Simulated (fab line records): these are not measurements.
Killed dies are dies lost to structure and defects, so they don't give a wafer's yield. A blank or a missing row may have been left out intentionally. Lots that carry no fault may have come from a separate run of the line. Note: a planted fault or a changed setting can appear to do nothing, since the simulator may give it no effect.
Code-filled problem report in 8D (eight disciplines) form | flow gf180mcu | the parts of the form that need people (team, actions taken, sign-off) are left out

== 1. THE PROBLEM ==
Across 4 wafers from 2 lots, V5_CVD_02_THK at GF_V5_THK_MEAS_03 averages 2334 nm, while fault-free wafers read 1449 nm with a standard deviation of 17. Measured from the usual mean, that is +52 standard deviations.
First observed at day 31 05:16: wafer L807.1, on film_metro-02. At this step, 18 wafers from 6 lots have a number in the record. The rule behind "out" and "out of limits": a value lying over 4 standard deviations away from the usual mean. The other wafers with a number count as sound.

== 2. WHAT IT IS, AND WHAT IT ISN'T ==
question                    | is                             | is not
which readings at this step | V5_CVD_02_THK                  | -
which lots                  | L806, L807                     | L796, L808, L809, L812
which wafers of those lots  | L806.2, L806.6, L807.1, L807.6 | L806.3, L807.4
read on which gauges        | film_metro-02, film_metro-04   | film_metro-01
when                        | from day 31 05:16              | up to then (4 sound wafers); but 10 sound wafers of L806, L808, L809, L812 came after

== 3. THE SUSPECTS, EACH WITH WHAT RULES IT OUT ==
Counting: a tool at a process step up to the reading stays a suspect if it ran every lot that is out. Sound lots after the first of them don't rule it out here, since some wafers of a struck lot are sound.
- ruled out: the gauge at GF_V5_THK_MEAS_03. Those wafers that are out were read across 2 gauges (film_metro-02, film_metro-04).
- pecvd-03 at GF_V5_CVD_02 (deposits SiO2 from TEOS, target thk 1450 nm, time 163.28 s): kept. Ran every lot that is out, first one L807 (day 31 05:09); last sound lot up to then L796 (day 28 05:32).
- Within pecvd-03 at GF_V5_CVD_02: the wafers that are out ran in chamber 2; their sound lot-mates ran in chamber 1.
After counting, what remains is pecvd-03 at GF_V5_CVD_02.

== 4. THE CAUSE (what the simulator had put in) ==
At GF_V5_CVD_02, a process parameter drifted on pecvd-03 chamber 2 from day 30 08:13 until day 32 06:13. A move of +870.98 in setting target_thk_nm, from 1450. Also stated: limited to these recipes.
After counting, this tool was the only one left.

== 5. THE CHAIN OF EFFECTS, in route order ==
Each row: a reading where the mean over the struck wafers with a number is more than 3 standard deviations away from the usual. Scope: only readings with a usual standard deviation given in the record; hours: median across lots of the time from each lot's start at the first step in this table that gives one to its start at this step; sigmas: change in usual standard deviations.
hours | step              | reading       | usual   | on struck wafers | change | sigmas
0     | GF_V5_THK_MEAS_03 | V5_CVD_02_THK | 1449 nm | 2334             | +884   | +52

== 6. WHAT WOULD HAVE CAUGHT IT SOONER ==
In this record the first reading out of limits at a measuring or inspecting step was taken at day 31 05:16, 21 hours after the fault began at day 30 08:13.
Of the tool readings at GF_V5_CVD_02 for which the record gives a usual standard deviation, none was out on any struck wafer, so an alarm limit of 4 standard deviations on them would not have fired.
Of the lots that are out (2), L806 began GF_V5_CVD_02 on pecvd-03 after day 31 05:16. It would have been spared by a hold on the tool at that moment.
